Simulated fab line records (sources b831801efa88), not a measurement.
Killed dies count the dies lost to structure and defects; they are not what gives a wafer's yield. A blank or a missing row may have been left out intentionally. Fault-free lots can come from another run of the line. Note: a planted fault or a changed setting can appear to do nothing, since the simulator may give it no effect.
Which tool did it?    flow gf180mcu    14 lots with 42 wafers sampled at 2 steps, on a route of 602 steps

WHAT THE GAUGES READ, wafer by wafer
GF_CONTACT_RS_MEAS_25: a four-point-probe measurement. Usual: CONTACT_W_RS gives 0.394 ohm/sq (standard deviation 0.0035).
lot   measured      on             CONTACT_W_RS (ohm/sq)  flag
L267  day 16 01:55  film-metro-01  0.393 0.392 0.391      
L268  day 16 18:30  film-metro-03  0.389 0.390 0.393      
L269  day 16 22:02  film-metro-04  0.390 0.391 0.395      
L270  day 17 03:56  film-metro-04  0.393 0.399 0.392      
L271  day 17 18:44  film-metro-03  0.395 0.395 0.398      
L272  day 17 22:51  film-metro-04  0.396 0.402 0.401      
L274  day 18 21:16  film-metro-01  0.397 0.398 0.393      
L275  day 19 02:35  film-metro-03  0.394 0.389 0.392      
L276  day 19 07:22  film-metro-03  0.392 0.392 0.396      
L277  day 20 01:27  film-metro-01  0.391 0.398 0.396      
L278  day 20 04:11  film-metro-03  0.388 0.391 0.388      
L279  day 20 08:43  film-metro-01  0.397 0.396 0.398      
L283  day 22 06:57  film-metro-04  0.394 0.395 0.399      
L284  day 22 09:13  film-metro-04  0.396 0.395 0.395      

TOOL THAT RAN EACH LOT (tool first, then ch and the chambers of the sampled wafers, then the start)
lot   GF_CONTACT_SPUTTER_22
L267  pvd-sputter-04, day 16 01:43
L268  pvd-sputter-03, day 16 18:18
L269  pvd-sputter-04, day 16 21:50
L270  pvd-sputter-02, day 17 03:44
L271  pvd-sputter-03, day 17 18:29
L272  pvd-sputter-03, day 17 22:37
L274  pvd-sputter-03, day 18 21:04
L275  pvd-sputter-02, day 19 02:21
L276  pvd-sputter-03, day 19 07:10
L277  pvd-sputter-02, day 20 01:15
L278  pvd-sputter-04, day 20 03:59
L279  pvd-sputter-03, day 20 08:31
L283  pvd-sputter-03, day 22 06:43
L284  pvd-sputter-03, day 22 08:53
- GF_CONTACT_SPUTTER_22: material Ti, target thk 15 nm, time 80.02 s.

WHAT THE TOOLS THEMSELVES READ (means of the sampled wafers that have a number; where no wafer has one, the mark that the record gives instead)
GF_CONTACT_SPUTTER_22. Usual: 30.2 % for throttle-valve-pct, sd 0.62.
lot   tool            throttle-valve-pct (%)  flag
L267  pvd-sputter-04  30.3                    
L268  pvd-sputter-03  30.0                    
L269  pvd-sputter-04  30.1                    
L270  pvd-sputter-02  30.5                    
L271  pvd-sputter-03  29.7                    
L272  pvd-sputter-03  30.3                    
L274  pvd-sputter-03  30.3                    
L275  pvd-sputter-02  30.5                    
L276  pvd-sputter-03  29.9                    
L277  pvd-sputter-02  30.2                    
L278  pvd-sputter-04  30.1                    
L279  pvd-sputter-03  30.0                    
L283  pvd-sputter-03  30.2                    
L284  pvd-sputter-03  30.1                    

THE ANSWER, worked out from the rows above alone
Rule: lot off if the mean of its wafers having a number is beyond 3 standard deviations from the usual mean. A lot without any number at a reading at which 4 lots or more have one is off too. All remaining lots with rows at the step are treated as sound. Order of review: gauges by route order, followed by the tools' own readings, for which a lot's mean as printed above is used. The first step at which some lot is off is used, and at that step the reading that is off furthest; a lot without a number counts as furthest.
No lot is off on any of the readings shown, so nothing can be concluded from this.

WHAT THE SIMULATOR HAD INSERTED
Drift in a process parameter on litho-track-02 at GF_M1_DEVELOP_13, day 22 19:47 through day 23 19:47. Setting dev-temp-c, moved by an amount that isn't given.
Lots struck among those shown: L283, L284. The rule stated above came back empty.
